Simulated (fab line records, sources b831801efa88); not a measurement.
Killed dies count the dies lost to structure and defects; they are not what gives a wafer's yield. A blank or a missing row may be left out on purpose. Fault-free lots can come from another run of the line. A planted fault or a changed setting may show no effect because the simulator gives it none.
Comparing a struck lot with a sound one / flow sky130 / 43 out of 708 route steps
Sound: the wafers L893.1, L893.3, L893.5. Struck: wafer L896.1 (left out: L896.3, L896.5 of the same lot, which were not struck); the cause appears at the end.
Order at every step that has rows: each side's tool, ch and its chambers, its first start. Under that, the readings that differ: sound wafers / struck wafers / difference of the means / sigmas: that difference in standard deviations of wafers without a fault.
alike: readings with means less than 2 such deviations apart, plus words and numbers identical on both sides. not compared: withheld readings, readings lacking a value on some wafer, bounds such as >300 that could conceal the same value, and numbers that have no deviation in the record and whose values overlap.
Wherever a step has rows on one side only, a row that says differs or no value, or a row with sigmas, the two part there. When numbers do not overlap yet have no deviation, they are printed without sigmas and do not part them. Lack of a reading on every wafer of one side parts them only where that side has two or more wafers.

SKY_VIA2_ETCH_15: etches SiO2 in C4F8/O2/Ar, stops on TiN, target depth 546 nm, time 84 s.
  sound on rie-diel-01 ch 1,2, day 38 19:37; struck on rie-diel-03 ch 0, day 39 01:11
  alike: oes-product-au
  not compared: rf-hours-counter-h
SKY_VIA2_STRIP_16: strips in O2/N2.
  sound on plasma-asher-04 ch 1, day 38 19:41; struck on plasma-asher-01 ch 1, day 39 01:16
  alike: drypump-motor-current-A, oes-product-au, strip-time-to-endpoint-s
  not compared: rf-hours-counter-h
then, 5 steps without rows for these wafers: SKY_VIA2_STRIP_17 (strips in post etch residue remover, time 1200 s); SKY_VIA2_CLEAN_18 (cleans in IPA, time 180 s); SKY_VIA2_CLEAN_19 (cleans in O3/DIW); SKY_VIA2_SPUTTER_20 (material TiN, target thk 20 nm, time 80 s); SKY_VIA2_CVD_21 (deposits W, target thk 420 nm, time 126.4 s).
SKY_VIA2_RS_MEAS_22: uses a four-point probe to measure.
  sound on film-metro-02 at day 38 20:29; struck on film-metro-02 at day 39 02:04
  alike: VIA2_W_RS
SKY_VIA2_THK_MEAS_23: measures by xrf.
  sound on film-metro-02 at day 38 20:36; struck on film-metro-02 at day 39 02:11
  alike: VIA2_W_THK
SKY_VIA2_CMP_24: polishes, stops on SiO2, t overpolish 20 s, target thk 0 nm.
  sound on cmp-02 ch 0,1,2, day 38 20:46; struck on cmp-02 ch 2, day 39 02:18
  alike: motor-current-A, overpolish-run-s, time-to-endpoint-s
then, 2 steps without rows for these wafers: SKY_METAL3_SPUTTER_00 (material Ti, target thk 15 nm, time 10 s); SKY_METAL3_SPUTTER_01 (material TiN, target thk 20 nm, time 16.7 s).
SKY_METAL3_SPUTTER_02: material AlCu, target thk 735 nm, time 39.1 s.
  sound on pvd-sputter-01 at day 38 21:01; struck on pvd-sputter-01 at day 39 02:36
  alike: throttle-valve-pct
SKY_METAL3_SPUTTER_03: material Ti, target thk 5 nm, time 3.3 s.
  sound on pvd-sputter-01 at day 38 21:02; struck on pvd-sputter-01 at day 39 02:38
  alike: throttle-valve-pct
then, 1 step without rows for these wafers: SKY_METAL3_SPUTTER_04 (material TiN, target thk 70 nm, time 58.3 s).
SKY_CAPM_CVD_00: deposits SiO2, target thk 15.5 nm.
  sound on pecvd-03 ch 0,1,2, day 38 21:07; struck on pecvd-01 ch 0, day 39 02:43
  alike: heater-power-w
SKY_CAPM_THK_MEAS_01:
  sound on film-metro-01 at day 38 21:08; struck on film-metro-02 at day 39 02:46
  alike: CAPM_CVD_00_THK
then, 1 step without rows for these wafers: SKY_CAPM_SPUTTER_02 (material TiN, target thk 200 nm, time 166.7 s).
SKY_CAPM_RS_MEAS_03: uses a four-point probe to measure.
  sound on film-metro-02 at day 38 21:18; struck on film-metro-03 at day 39 02:56
  alike: CAPM_TIN_RS
SKY_CAPM_THK_MEAS_04: measures by xrf.
  sound on film-metro-02 at day 38 21:25; struck on film-metro-03 at day 39 03:03
  alike: CAPM_TIN_THK
then, 7 steps without rows for these wafers: SKY_CAPM_DEHYDRATE_05 (time 60 s); SKY_CAPM_HMDS_06 (prime time 60 s); SKY_CAPM_COAT_07 (resist thk 1140 nm); SKY_CAPM_SOFTBAKE_08 (time 60 s); SKY_CAPM_EXPOSE_09 (exposes mask CAPM, target cd 1000 nm); SKY_CAPM_PEB_10; SKY_CAPM_DEVELOP_11 (develop time 60 s).
SKY_CAPM_OVL_MEAS_12:
  sound on overlay-02 at day 39 22:09; struck on overlay-01 at day 40 03:49
  alike: CAPM_OVL
then, 13 steps without rows for these wafers: SKY_CAPM_METAL_ETCH_13 (etches TiN in Cl2/BCl3, stops on SiO2, target depth 220 nm, time 62.9 s); SKY_CAPM_STRIP_14 (strips in O2/N2); SKY_CAPM_STRIP_15 (strips in post etch residue remover, time 1200 s); SKY_CAPM_CLEAN_16 (cleans in IPA, time 180 s); SKY_CAPM_CLEAN_17 (cleans in O3/DIW); SKY_METAL3_DEHYDRATE_05 (time 60 s); SKY_METAL3_HMDS_06 (prime time 60 s); SKY_METAL3_COAT_07 (resist thk 60 nm); SKY_METAL3_COAT_08 (resist thk 1140 nm); SKY_METAL3_SOFTBAKE_09 (time 90 s); SKY_METAL3_EXPOSE_10 (exposes mask MM3, target cd 300 nm); SKY_METAL3_PEB_11; SKY_METAL3_DEVELOP_12 (develop time 60 s).
SKY_METAL3_CD_MEAS_13 targets a cd of 300 nm.
  sound on cd-sem-02 at day 41 00:18; struck on cd-sem-02 at day 41 06:21
  alike: cd-nm
-- the record jumps here: 7 days lie between the struck wafers' starts before and after (it left off in module METAL3 and takes up again in module PAD_OPEN, whose first step shown is number 708 of the route) --
SKY_PAD_OPEN_PROBE_99:
  sound on prober-02 at day 48 07:49; struck on prober-01 at day 48 11:54
reading=defect-limited-yield (%); sound=82.5 85.8 80.9; struck=76.6; difference=-6.5; sigmas=-4
reading=killed_at_M0_to_M3; sound=49 34 47; struck=62; difference=+19; sigmas=+3
reading=killed-dies; sound=86 70 94; struck=115; difference=+32; sigmas=+4
reading=sort_bin_5_function (%); sound=10.0 8.9 10.2; struck=14.2; difference=+4.5; sigmas=+3
reading=sort-n-pass; sound=406 422 398; struck=377; difference=-32; sigmas=-4
reading=sort-yield-pct (%); sound=82.5 85.8 80.9; struck=76.6; difference=-6.5; sigmas=-4
reading=model.etest.tester.sort-n-pass; sound=406 422 398; struck=377; difference=-32; sigmas=
reading=model.etest.tester.sort-yield-pct (%); sound=82.52 85.77 80.89; struck=76.63; difference=-6.43; sigmas=
reading=model.etest.tester.sort_bin_5_pct (%); sound=9.959 8.943 10.16; struck=14.23; difference=+4.54; sigmas=
  alike: killed_at_M4_up, killed-at-contacts, killed-at-front-end, killed-at-other, killed-open, killed-short, sort_bin_3_pad_short, sort_bin_6_memory
  not compared: model.etest.tester.sort_bin_3_pct

WHERE THEY PART
Only at SKY_PAD_OPEN_PROBE_99, within this record.

WHY: what had been put in by the simulator
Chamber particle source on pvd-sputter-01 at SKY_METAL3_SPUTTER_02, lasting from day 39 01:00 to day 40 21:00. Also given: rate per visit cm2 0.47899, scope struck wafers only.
